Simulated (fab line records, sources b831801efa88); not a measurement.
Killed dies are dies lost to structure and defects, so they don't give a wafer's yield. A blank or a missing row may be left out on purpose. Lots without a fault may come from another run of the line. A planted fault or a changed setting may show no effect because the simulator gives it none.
fab line records | flow sky130
record lots=5 wafers=15 last_day=51
route steps=708 shown LDD_LDN@294 SPACER@304 POLY_CUT@307
lots that met no fault: from a run of the same line without faults
start_h: hours from the record's first day to the start of the lot's first wafer shown | wait_h: hours since the lot's step before | " the same as in the row above | L1.1+2: a row that stands for several wafers | - no value, or no start given | * or withheld: withheld | < > ~ a bound
route shown NAME@n: a module of which the file shows steps, and the number in the route of the first | usual: mean/standard deviation of fault-free wafers | same: alike in all rows | chamber/n: place in a boat | sites: the reading at each site | _std_site: their standard deviation | _edge_site: outer sites' mean less inner sites' | radius_mm: how far each site lies from the wafer's centre | mask NAME#n: copy n | behind: the tool/chamber that last shaped the wafer | hold: why the lot was held/for how many hours/how that ended | device: the transistor (n, p or np) that didn't switch | end of line: the same wafers' tests at the end of the route | a step without rows: its recipe alone | killed: dies lost to structure and defects at the first sort, not the wafer's yield | map: a wafer's dies, x killed, . not, _ none there
set.NAME: the setting as run; set.NAME@STEP: as run at that earlier step | model.NAME: the simulator's own value behind a step, which no gauge read
lots at some steps of the route; a table a step, a row a wafer
services: from which hour (start_h, from the record's first day; less than 0 if before it) a tool's chamber was out of use, for how many hours, and why
## steps
# step SKY_LDD_LDN_PEB_05
# recipe temp_c=withheld time_s=* resist=NOVOLAK
# columns lot.wafer tool chamber start_h wait_h
L074.2+4+5 litho_track-02 0 - -
L082.1+2+5 litho_track-04 0 - -
L087.1+2+4 litho_track-02 0 - -
L088.1+5+6 litho_track-01 0 - -
L095.1+2+3 litho_track-04 0 - -
# step SKY_LDD_LDN_DEVELOP_06
# recipe resist=NOVOLAK developer=TMAH develop_time_s=60 dev_temp_c=23
# usual developer_temp_C=23.02/0.1
# same develop_time_s=60
# columns lot.wafer tool chamber start_h wait_h developer_temp_C
L074.2 litho_track-02 0 545.23 0.1 22.76
L074.4 " 0 " " 22.83
L074.5 " 0 " " 22.98
L082.1 litho_track-04 0 625.53 0.1 23.02
L082.2 " 0 " " 23.01
L082.5 " 0 " " 22.99
L087.1 litho_track-02 0 666.55 0.1 23.02
L087.2 " 0 " " 23.15
L087.4 " 0 " " 23.07
L088.1 litho_track-01 0 681.84 0.1 23.01
L088.5 " 0 " " 23.07
L088.6 " 0 " " 22.94
L095.1 litho_track-04 0 725.98 0.1 23.11
L095.2 " 0 " " 23.14
L095.3 " 0 " " 22.91
# step SKY_LDD_LDN_OVL_MEAS_07
# usual LDD_LDN_OVL=-0.4/1.5
# columns lot.wafer tool chamber start_h wait_h LDD_LDN_OVL[nm]
L074.2 overlay-01 - 545.36 0.1 -1.9
L074.4 " - " " -2.7
L074.5 " - " " -2.1
L082.1 overlay-01 - 625.68 0.1 -1.6
L082.2 " - " " 0.5
L082.5 " - " " -2.0
L087.1 overlay-01 - 666.70 0.1 -1.7
L087.2 " - " " -0.3
L087.4 " - " " 0.7
L088.1 overlay-01 - 681.99 0.1 0.7
L088.5 " - " " -0.1
L088.6 " - " " 0.0
L095.1 overlay-02 - 726.13 0.1 -2.0
L095.2 " - " " -0.4
L095.3 " - " " -2.0
# step SKY_LDD_LDN_IMPLANT_08
# recipe species=As energy_kev=15 dose_cm2=1.25e+13 tilt_deg=withheld rotation_deg=23
# usual faraday_current_uA=70.3/1.4
# columns lot.wafer tool chamber start_h wait_h faraday_current_uA
L074.2 implanter-01 0 545.41 0.0 71.9
L074.4 " 0 " " 71.8
L074.5 " 0 " " 68.8
L082.1 implanter-03 0 625.72 0.0 71.7
L082.2 " 0 " " 67.1
L082.5 " 0 " " 67.8
L087.1 implanter-04 0 666.74 0.0 71.0
L087.2 " 0 " " 69.9
L087.4 " 0 " " 70.9
L088.1 implanter-01 0 682.03 0.0 70.7
L088.5 " 0 " " 70.9
L088.6 " 0 " " 69.4
L095.1 implanter-01 0 726.17 0.0 69.3
L095.2 " 0 " " 70.0
L095.3 " 0 " " 70.0
# step SKY_LDD_LDN_IMPLANT_09
# recipe species=As energy_kev=15 dose_cm2=1.25e+13 tilt_deg=withheld rotation_deg=113
# usual faraday_current_uA=70.4/1.5
# columns lot.wafer tool chamber start_h wait_h faraday_current_uA
L074.2 implanter-01 0 545.56 0.1 71.9
L074.4 " 0 " " 71.1
L074.5 " 0 " " 69.4
L082.1 implanter-03 0 625.87 0.1 70.2
L082.2 " 0 " " 70.2
L082.5 " 0 " " 71.0
L087.1 implanter-04 0 666.89 0.1 71.5
L087.2 " 0 " " 71.5
L087.4 " 0 " " 70.6
L088.1 implanter-01 0 682.18 0.1 70.0
L088.5 " 0 " " 70.6
L088.6 " 0 " " 68.9
L095.1 implanter-01 0 726.32 0.1 71.5
L095.2 " 0 " " 70.0
L095.3 " 0 " " 69.3
# step SKY_LDD_LDN_IMPLANT_10
# recipe species=As energy_kev=15 dose_cm2=1.25e+13 tilt_deg=withheld rotation_deg=203
# usual faraday_current_uA=70.4/1.3
# columns lot.wafer tool chamber start_h wait_h faraday_current_uA
L074.2 implanter-01 0 545.71 0.1 70.9
L074.4 " 0 " " 71.6
L074.5 " 0 " " 68.6
L082.1 implanter-03 0 626.02 0.1 70.2
L082.2 " 0 " " 70.1
L082.5 " 0 " " 70.6
L087.1 implanter-04 0 667.04 0.1 68.7
L087.2 " 0 " " 70.9
L087.4 " 0 " " 69.8
L088.1 implanter-01 0 682.33 0.1 69.9
L088.5 " 0 " " 73.1
L088.6 " 0 " " 70.4
L095.1 implanter-01 0 726.47 0.1 72.2
L095.2 " 0 " " 71.8
L095.3 " 0 " " 70.4
# step SKY_LDD_LDN_IMPLANT_11
# recipe species=As energy_kev=15 dose_cm2=1.25e+13 tilt_deg=withheld rotation_deg=293
# usual faraday_current_uA=70.3/1.5
# columns lot.wafer tool chamber start_h wait_h faraday_current_uA
L074.2 implanter-01 0 545.86 0.1 70.5
L074.4 " 0 " " 70.5
L074.5 " 0 " " 73.1
L082.1 implanter-03 0 626.17 0.1 70.5
L082.2 " 0 " " 68.9
L082.5 " 0 " " 69.7
L087.1 implanter-04 0 667.19 0.1 69.6
L087.2 " 0 " " 67.9
L087.4 " 0 " " 70.6
L088.1 implanter-01 0 682.48 0.1 69.0
L088.5 " 0 " " 71.8
L088.6 " 0 " " 70.4
L095.1 implanter-01 0 726.62 0.1 72.6
L095.2 " 0 " " 69.4
L095.3 " 0 " " 69.9
# step SKY_LDD_LDN_STRIP_12
# recipe chemistry=O2/N2 power_w=1400 pressure_mtorr=1500 platen_temp_c=withheld o2_flow_sccm=3000 n2_flow_sccm=300 overash_fraction=0.5
# usual drypump_motor_current_A=5.9/0.52 o2_flow_sccm=3001/9.4 oes_product_au=0.716/0.0045 strip_time_to_endpoint_s=14.18/0.048
# columns lot.wafer tool chamber start_h wait_h drypump_motor_current_A o2_flow_sccm oes_product_au rf_hours_counter_h strip_time_to_endpoint_s
L074.2 plasma_asher-04 1 545.99 0.1 6.5 3000 0.718 67 14.23
L074.4 " 0 " " 5.9 2993 0.712 - 14.20
L074.5 " 1 " " 6.5 3003 0.713 - 14.20
L082.1 plasma_asher-02 0 626.32 0.1 6.2 3010 0.718 95 14.21
L082.2 " 1 " " 4.7 2998 0.723 95 14.22
L082.5 " 0 " " 6.2 3011 0.706 - 14.19
L087.1 plasma_asher-02 1 667.34 0.1 4.7 2998 0.719 99 14.16
L087.2 " 0 " " 6.2 2991 0.714 99 14.12
L087.4 " 0 " " 6.2 3012 0.717 - 14.17
L088.1 plasma_asher-02 0 682.63 0.1 6.2 2997 0.711 100 14.25
L088.5 " 0 " " 6.2 2996 0.716 - 14.23
L088.6 " 1 " " 4.7 2995 0.715 - 14.24
L095.1 plasma_asher-02 0 726.77 0.1 6.2 2993 0.715 104 14.19
L095.2 " 1 " " 4.7 2993 0.717 104 14.21
L095.3 " 0 " " 6.2 3002 0.715 - 14.20
# step SKY_LDD_LDN_TW_MEAS_13
# usual LDD_LDN_TW=1490/10
# columns lot.wafer tool chamber start_h wait_h LDD_LDN_TW
L074.2 film_metro-04 - 546.10 0.1 1499
L074.4 " - " " 1507
L074.5 " - " " 1498
L082.1 film_metro-02 - 626.42 0.1 1485
L082.2 " - " " 1487
L082.5 " - " " 1485
L087.1 film_metro-04 - 667.44 0.1 1502
L087.2 " - " " 1503
L087.4 " - " " 1492
L088.1 film_metro-04 - 682.73 0.1 1498
L088.5 " - " " 1500
L088.6 " - " " 1499
L095.1 film_metro-04 - 726.87 0.1 1486
L095.2 " - " " 1496
L095.3 " - " " 1486
# step SKY_LDD_LDN_CLEAN_14
# recipe chemistry=SC1/SC2 mix=1:4:20 temp_c=70 time_s=150 dry=n2_spin
# columns lot.wafer tool chamber start_h wait_h
L074.2+4+5 wet_bench-01 1 546.15 0.0
L082.1+2+5 wet_bench-01 2 626.48 0.1
L087.1+2+4 wet_bench-03 1 667.50 0.1
L088.1+5+6 wet_bench-01 3 682.79 0.1
L095.1+2+3 wet_bench-03 3 726.93 0.1
# step SKY_SPACER_CVD_00
# recipe material=Si3N4 precursor=DCS/NH3 target_thk_nm=43.1 temp_c=770 time_s=740 pressure_mtorr=250
# usual spike_tc_centre_C=770.3/1.1
# columns lot.wafer tool chamber start_h wait_h spike_tc_centre_C
L074.2 lpcvd-02 0 546.20 0.0 771.1
L074.4 " 0 " " 770.1
L074.5 " 0 " " 769.5
L082.1 lpcvd-02 1 627.17 0.6 768.2
L082.2 " 1 " " 768.3
L082.5 " 1 " " 771.2
L087.1 lpcvd-02 1 668.00 0.5 770.5
L087.2 " 1 " " 770.2
L087.4 " 1 " " 769.5
L088.1 lpcvd-02 0 682.84 0.0 770.7
L088.5 " 0 " " 772.3
L088.6 " 0 " " 768.7
L095.1 lpcvd-02 0 726.98 0.0 769.3
L095.2 " 0 " " 772.3
L095.3 " 0 " " 770.0
# step SKY_SPACER_THK_MEAS_01
# recipe reads=Si3N4_of_SPACER_CVD_00
# usual SPACER_CVD_00_THK=43.2/0.39
# columns lot.wafer tool chamber start_h wait_h SPACER_CVD_00_THK[nm]
L074.2 film_metro-03 - 547.41 0.0 42.9
L074.4 " - " " 42.7
L074.5 " - " " 43.1
L082.1 film_metro-04 - 628.98 0.0 43.0
L082.2 " - " " 42.8
L082.5 " - " " 42.8
L087.1 film_metro-04 - 669.20 0.0 43.5
L087.2 " - " " 43.3
L087.4 " - " " 43.7
L088.1 film_metro-04 - 684.05 0.0 43.2
L088.5 " - " " 43.1
L088.6 " - " " 43.3
L095.1 film_metro-04 - 728.79 0.0 42.0
L095.2 " - " " 42.2
L095.3 " - " " 42.4
# step SKY_SPACER_ETCHBACK_02
# recipe chemistry=CH3F/O2 target=Si3N4 stop_on=SiO2 source_w=400 bias_w=80 pressure_mtorr=25 ch3f_flow_sccm=40 O2_flow_sccm=30 time_s=46.7 target_depth_a=450
# usual drypump_motor_current_A=5.8/0.59 oes_product_au=0.856/0.0065 throttle_valve_pct=10.562/0.0081
# columns lot.wafer tool chamber start_h wait_h drypump_motor_current_A oes_product_au rf_hours_counter_h throttle_valve_pct
L074.2 rie_diel-03 0 547.46 0.0 6.0 0.860 10 10.565
L074.4 " 2 " " 5.6 0.852 12 10.568
L074.5 " 0 " " 6.0 0.855 - 10.569
L082.1 rie_diel-04 2 629.04 0.1 6.5 0.860 6 10.562
L082.2 " 0 " " 6.7 0.841 10 10.553
L082.5 " 2 " " 6.5 0.847 - 10.552
L087.1 rie_diel-04 0 669.26 0.1 6.7 0.869 11 10.556
L087.2 " 3 " " 4.9 0.859 31 10.562
L087.4 " 0 " " 6.6 0.860 - 10.551
L088.1 rie_diel-02 0 684.11 0.1 5.3 0.859 6 10.551
L088.5 " 2 " " 6.4 0.856 - 10.558
L088.6 " 1 " " 5.7 0.857 - 10.567
L095.1 rie_diel-04 0 728.85 0.1 6.7 0.846 12 10.550
L095.2 " 3 " " 4.9 0.848 32 10.566
L095.3 " 2 " " 6.5 0.846 9 10.577
# step SKY_POLY_CUT_DEHYDRATE_00
# recipe temp_c=200 time_s=60
# columns lot.wafer tool chamber start_h wait_h
L074.2+4+5 litho_track-02 0 562.28 14.8
L082.1+2+5 litho_track-03 0 644.01 14.9
L087.1+2+4 litho_track-02 0 683.45 14.2
L088.1+5+6 litho_track-02 0 698.50 14.4
L095.1+2+3 litho_track-04 0 743.28 14.4
# step SKY_POLY_CUT_HMDS_01
# recipe prime_time_s=60 prime_temp_c=120
# columns lot.wafer tool chamber start_h wait_h
L074.2+4+5 litho_track-02 0 562.43 0.1
L082.1+2+5 litho_track-03 0 644.16 0.1
L087.1+2+4 litho_track-02 0 683.60 0.1
L088.1+5+6 litho_track-02 0 698.65 0.1
L095.1+2+3 litho_track-04 0 743.43 0.1
# step SKY_POLY_CUT_COAT_02
# recipe resist=BARC temp_c=withheld time_s=withheld spin_rpm=3000 resist_thk_nm=60
# columns lot.wafer tool chamber start_h wait_h
L074.2+4+5 litho_track-02 0 562.58 0.1
L082.1+2+5 litho_track-03 0 644.31 0.1
L087.1+2+4 litho_track-02 0 683.75 0.1
L088.1+5+6 litho_track-02 0 698.80 0.1
L095.1+2+3 litho_track-04 0 743.58 0.1
# step SKY_POLY_CUT_COAT_03
# recipe resist=KrF-thick spin_rpm=3000 resist_thk_nm=450
# columns lot.wafer tool chamber start_h wait_h
L074.2+4+5 litho_track-02 0 - -
L082.1+2+5 litho_track-03 0 - -
L087.1+2+4 litho_track-02 0 - -
L088.1+5+6 litho_track-02 0 - -
L095.1+2+3 litho_track-04 0 - -
# step SKY_POLY_CUT_SOFTBAKE_04
# recipe temp_c=100 time_s=90 resist=KrF-thick
# columns lot.wafer tool chamber start_h wait_h
L074.2+4+5 litho_track-02 0 - -
L082.1+2+5 litho_track-03 0 - -
L087.1+2+4 litho_track-02 0 - -
L088.1+5+6 litho_track-02 0 - -
L095.1+2+3 litho_track-04 0 - -
# step SKY_POLY_CUT_EXPOSE_05
# recipe mask_id=NPCM na=0.8 source_shape=annular sigma_inner=0.55 sigma_outer=0.85 target_cd_nm=270 dose_mj=32
# usual exposure_dose_mJ_cm2=31.96/0.03 focus_offset_nm=-0.1/0.49 reticle_temp_C=22.97/0.11
# columns lot.wafer tool chamber start_h wait_h mask exposure_dose_mJ_cm2 focus_offset_nm reticle_temp_C
L074.2 krf_scanner-01 0 - - NPCM#0 31.92 0.4 23.00
L074.4 " 0 " " NPCM#0 32.00 0.5 22.89
L074.5 " 0 " " NPCM#0 32.02 -1.0 23.06
L082.1 krf_scanner-01 0 - - NPCM#0 32.01 -0.1 23.10
L082.2 " 0 " " NPCM#0 31.98 -0.9 22.96
L082.5 " 0 " " NPCM#0 32.02 -0.6 22.94
L087.1 krf_scanner-01 0 - - NPCM#0 31.93 0.9 22.78
L087.2 " 0 " " NPCM#0 31.93 0.3 22.84
L087.4 " 0 " " NPCM#0 31.91 0.5 22.91
L088.1 krf_scanner-02 0 - - NPCM#0 32.00 0.4 23.10
L088.5 " 0 " " NPCM#0 31.96 -0.3 23.16
L088.6 " 0 " " NPCM#0 31.94 0.2 23.10
L095.1 krf_scanner-01 0 - - NPCM#0 31.96 0.1 23.11
L095.2 " 0 " " NPCM#0 31.96 -0.7 22.81
L095.3 " 0 " " NPCM#0 31.99 -0.1 23.21
# step SKY_POLY_CUT_PEB_06
# recipe peb_temp_c=withheld peb_time_s=withheld resist=KrF-thick
# columns lot.wafer tool chamber start_h wait_h
L074.2+4+5 litho_track-02 0 - -
L082.1+2+5 litho_track-03 0 - -
L087.1+2+4 litho_track-03 0 - -
L088.1+5+6 litho_track-02 0 - -
L095.1+2+3 litho_track-02 0 - -
# step SKY_POLY_CUT_DEVELOP_07
# recipe develop_time_s=60 resist=KrF-thick dev_temp_c=21
# usual developer_temp_C=21.01/0.1
# same develop_time_s=60
# columns lot.wafer tool chamber start_h wait_h developer_temp_C
L074.2 litho_track-02 0 - - 21.13
L074.4 " 0 " " 21.03
L074.5 " 0 " " 21.05
L082.1 litho_track-03 0 - - 21.09
L082.2 " 0 " " 21.16
L082.5 " 0 " " 20.99
L087.1 litho_track-03 0 - - 21.06
L087.2 " 0 " " 21.11
L087.4 " 0 " " 21.00
L088.1 litho_track-02 0 - - 20.85
L088.5 " 0 " " 20.90
L088.6 " 0 " " 20.83
L095.1 litho_track-02 0 - - 20.97
L095.2 " 0 " " 21.03
L095.3 " 0 " " 21.04
## services
# columns tool chamber start_h hours kind
krf_scanner-02 - 521.19 0.7 repair
wet_bench-01 - 523.04 1.4 repair
implanter-03 - 525.23 3.6 repair
krf_scanner-02 - 526.18 0.1 repair
rie_diel-02 3 529.15 10.7 repair
implanter-03 - 532.37 7.5 pm
implanter-03 - 552.41 1.8 repair
krf_scanner-02 - 557.34 1.3 pm
implanter-03 - 570.06 2.1 repair
plasma_asher-04 - 574.31 4.3 pm
krf_scanner-01 - 596.26 0.8 pm
implanter-03 - 604.77 9.3 repair
implanter-03 - 614.10 4.5 pm
implanter-01 - 625.96 4.0 repair
krf_scanner-01 - 645.08 1.0 pm
plasma_asher-02 - 685.75 4.7 repair
krf_scanner-01 - 691.36 1.3 pm
krf_scanner-01 - 694.25 12.1 repair
implanter-03 - 694.30 5.9 repair
krf_scanner-01 - 698.41 1.3 repair
wet_bench-01 - 733.00 1.9 pm
plasma_asher-02 - 733.75 9.0 pm
rie_diel-04 0 737.64 5.2 repair
implanter-03 - 754.99 1.0 repair
## key
fault none
